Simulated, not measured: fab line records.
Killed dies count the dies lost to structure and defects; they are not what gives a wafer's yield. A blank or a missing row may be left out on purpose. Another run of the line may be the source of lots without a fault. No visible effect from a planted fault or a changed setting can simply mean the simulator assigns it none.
Which of the tools did it? | flow gf180mcu | 12 lots with 36 wafers sampled at 5 steps, on a route of 602 steps

WHAT THE GAUGES SHOWED, per wafer
GF_STI_THK_MEAS_02. Usual: STI_OXIDATION_THK gives 10.01 nm (standard deviation 0.16).
lot  | measured    | on           | STI_OXIDATION_THK (nm) | flag
L248 | day 1 11:41 | filmMetro-01 | 10.21 10.21 10.07      | 
L249 | day 1 16:40 | filmMetro-01 | 9.90 9.74 9.74         | 
L250 | day 1 21:31 | filmMetro-01 | 10.15 10.27 10.27      | 
L251 | day 2 02:31 | filmMetro-04 | 10.07 10.24 10.15      | 
L252 | day 2 11:56 | filmMetro-04 | 10.07 10.22 10.06      | 
L257 | day 3 09:29 | filmMetro-04 | 13.40 13.40 13.43      | OFF
L258 | day 3 13:31 | filmMetro-01 | 13.41 13.35 13.25      | OFF
L261 | day 4 04:58 | filmMetro-01 | 10.05 10.02 10.16      | 
L265 | day 5 00:31 | filmMetro-02 | 9.98 10.00 10.15       | 
L269 | day 5 20:56 | filmMetro-01 | 9.92 10.04 10.00       | 
L270 | day 6 01:31 | filmMetro-01 | 10.21 10.08 10.06      | 
L271 | day 6 06:46 | filmMetro-04 | 9.90 10.05 9.73        | 

GF_DUAL_GATE_OVL_MEAS_11. Usual: DUAL_GATE_OVL gives -0.4 nm (standard deviation 1.4).
lot  | measured     | on         | DUAL_GATE_OVL (nm) | flag
L248 | day 8 12:45  | overlay-02 | 1.1 -0.9 0.7       | 
L249 | day 9 00:44  | overlay-01 | -0.2 -1.0 -0.9     | 
L250 | day 9 02:22  | overlay-02 | 0.9 -0.1 -1.7      | 
L251 | day 9 10:09  | overlay-01 | -0.2 -0.5 1.3      | 
L252 | day 9 15:20  | overlay-01 | 1.0 2.0 2.4        | 
L257 | day 11 00:47 | overlay-01 | -1.3 1.0 -1.7      | 
L258 | day 11 03:38 | overlay-01 | -1.7 -1.1 -1.3     | 
L261 | day 12 02:10 | overlay-02 | -0.7 -2.4 -0.2     | 
L265 | day 13 06:13 | overlay-02 | -1.2 -1.8 0.0      | 
L269 | day 14 09:27 | overlay-02 | -0.8 0.7 0.7       | 
L270 | day 14 15:02 | overlay-01 | 0.7 -0.1 -0.5      | 
L271 | day 14 21:08 | overlay-01 | -1.3 -1.6 -1.9     | 

GF_NSD_TW_MEAS_12. Usual: NSD_TW gives 4262 (standard deviation 58).
lot  | measured     | on           | NSD_TW         | flag
L248 | day 13 13:14 | filmMetro-02 | 4277 4278 4264 | 
L249 | day 14 04:36 | filmMetro-01 | 4207 4211 4228 | 
L250 | day 14 07:53 | filmMetro-01 | 4217 4221 4256 | 
L251 | day 14 12:24 | filmMetro-03 | 4326 4319 4328 | 
L252 | day 14 21:19 | filmMetro-03 | 4351 4316 4348 | 
L257 | day 16 14:59 | filmMetro-03 | 4343 4349 4335 | 
L258 | day 16 16:55 | filmMetro-02 | 4233 4251 4236 | 
L261 | day 17 19:09 | filmMetro-02 | 4257 4241 4263 | 
L265 | day 19 07:59 | filmMetro-02 | 4222 4228 4237 | 
L269 | day 20 14:29 | filmMetro-03 | 4302 4331 4332 | 
L270 | day 20 19:50 | filmMetro-02 | 4244 4235 4247 | 
L271 | day 21 01:03 | filmMetro-02 | 4234 4247 4240 | 

TOOL THAT RAN EACH LOT (tool first, then ch and the chambers of the sampled wafers, then the start)
lot  | GF_STI_OXIDATION_01          | GF_HV_LDD_STRIP_49
L248 | furnace-01 ch 0, day 1 10:17 | plasmaAsher-02 ch 0,1, day 12 13:52
L249 | furnace-02 ch 0, day 1 15:15 | plasmaAsher-04 ch 0,1, day 13 04:34
L250 | furnace-01 ch 0, day 1 20:07 | plasmaAsher-03 ch 0,1, day 13 07:52
L251 | furnace-02 ch 0, day 2 01:07 | plasmaAsher-04 ch 0,1, day 13 12:22
L252 | furnace-01 ch 0, day 2 10:33 | plasmaAsher-03 ch 0,1, day 13 20:05
L257 | furnace-01 ch 0, day 3 08:05 | plasmaAsher-03 ch 0,1, day 15 13:37
L258 | furnace-01 ch 0, day 3 12:07 | plasmaAsher-02 ch 0,1, day 15 15:23
L261 | furnace-02 ch 0, day 4 03:32 | plasmaAsher-04 ch 0,1, day 16 17:11
L265 | furnace-02 ch 0, day 4 23:07 | plasmaAsher-03 ch 0,1, day 18 03:16
L269 | furnace-02 ch 0, day 5 19:31 | plasmaAsher-02 ch 0,1, day 19 11:07
L270 | furnace-02 ch 0, day 6 00:07 | plasmaAsher-02 ch 0,1, day 19 16:40
L271 | furnace-02 ch 0, day 6 05:21 | plasmaAsher-03 ch 0,1, day 19 21:56
- GF_STI_OXIDATION_01: stabilise 600 s, purge 300 s, target thk 10 nm.
- GF_HV_LDD_STRIP_49: strips in O2/N2.

WHAT THE TOOLS THEMSELVES READ (means of the sampled wafers that have a number; where no wafer has one, the mark that the record gives instead)
GF_STI_OXIDATION_01. Usual: spikeTcLowerC 899.9 C, standard deviation 1.2; spikeTcUpperC 900.2 C, standard deviation 1.1; zonePowerLowerPct 17.9 %, standard deviation 0.9.
lot  | tool       | spikeTcLowerC (C) | spikeTcUpperC (C) | zonePowerLowerPct (%) | flag
L248 | furnace-01 | 899.5             | 901.1             | 18.6                  | 
L249 | furnace-02 | 900.8             | 898.8             | 17.1                  | 
L250 | furnace-01 | 899.2             | 901.3             | 18.9                  | 
L251 | furnace-02 | 900.3             | 899.1             | 17.2                  | 
L252 | furnace-01 | 899.7             | 900.2             | 18.9                  | 
L257 | furnace-01 | 899.1             | 900.3             | 18.8                  | 
L258 | furnace-01 | 898.9             | 901.2             | 18.8                  | 
L261 | furnace-02 | 901.4             | 899.5             | 17.0                  | 
L265 | furnace-02 | 901.2             | 899.1             | 16.9                  | 
L269 | furnace-02 | 901.0             | 899.0             | 17.1                  | 
L270 | furnace-02 | 900.5             | 899.3             | 17.0                  | 
L271 | furnace-02 | 901.5             | 900.0             | 17.0                  | 

GF_HV_LDD_STRIP_49. Usual: drypumpMotorCurrentA 5.6 A, standard deviation 0.54; heaterPowerW 328 W, standard deviation 41; o2FlowSccm 3001 sccm, standard deviation 9.2; oesProductAu 0.716 a.u., standard deviation 0.0052; stripTimeToEndpointS 12.62 s, standard deviation 0.047.
lot  | tool           | drypumpMotorCurrentA (A) | heaterPowerW (W) | o2FlowSccm (sccm) | oesProductAu (a.u.) | stripTimeToEndpointS (s) | flag
L248 | plasmaAsher-02 | 5.1                      | 314              | 2997              | 0.721               | 12.68                    | 
L249 | plasmaAsher-04 | 5.8                      | 292              | 3003              | 0.715               | 12.63                    | 
L250 | plasmaAsher-03 | 5.5                      | 362              | 2994              | 0.719               | 12.61                    | 
L251 | plasmaAsher-04 | 6.1                      | 317              | 3000              | 0.717               | 12.63                    | 
L252 | plasmaAsher-03 | 5.4                      | 370              | 2996              | 0.717               | 12.63                    | 
L257 | plasmaAsher-03 | 5.7                      | 337              | 3002              | 0.713               | 12.59                    | 
L258 | plasmaAsher-02 | 5.5                      | 305              | 2992              | 0.718               | 12.66                    | 
L261 | plasmaAsher-04 | 6.1                      | 310              | 3005              | 0.716               | 12.55                    | 
L265 | plasmaAsher-03 | 5.4                      | 365              | 2995              | 0.716               | 12.65                    | 
L269 | plasmaAsher-02 | 5.2                      | 320              | 2994              | 0.718               | 12.59                    | 
L270 | plasmaAsher-02 | 5.5                      | 313              | 3004              | 0.716               | 12.59                    | 
L271 | plasmaAsher-03 | 5.4                      | 370              | 3001              | 0.715               | 12.61                    | 

THE ANSWER, worked out from the rows above alone
Rule: lot off if the mean of its wafers having a number is beyond 3 standard deviations from the usual mean. A lot without any number at a reading at which 4 lots or more have one is off too. Any other lot the step has rows for is counted as sound. Order of review: gauges by route order, followed by the tools' own readings, for which a lot's mean as printed above is used. The first step at which some lot is off is used, and at that step the reading that is off furthest; a lot without a number counts as furthest.
Off: L257, L258, at GF_STI_THK_MEAS_02 (STI_OXIDATION_THK).
A tool fits if, at a process step before that reading, it ran every lot that is off, and no sound lot after the first of them. Gauges at GF_STI_THK_MEAS_02: tried the same way as those tools. One candidate fits, namely furnace-01 at GF_STI_OXIDATION_01. Its last sound lot is L252 (day 2 10:33), its first lot that is off L257 (day 3 08:05): a fault that began between those two fits.

WHAT THE SIMULATOR HAD PUT IN
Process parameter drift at GF_STI_OXIDATION_01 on furnace-01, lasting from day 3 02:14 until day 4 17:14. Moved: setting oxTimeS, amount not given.
Struck lots among those shown: L257, L258. The same result came from the rule above.
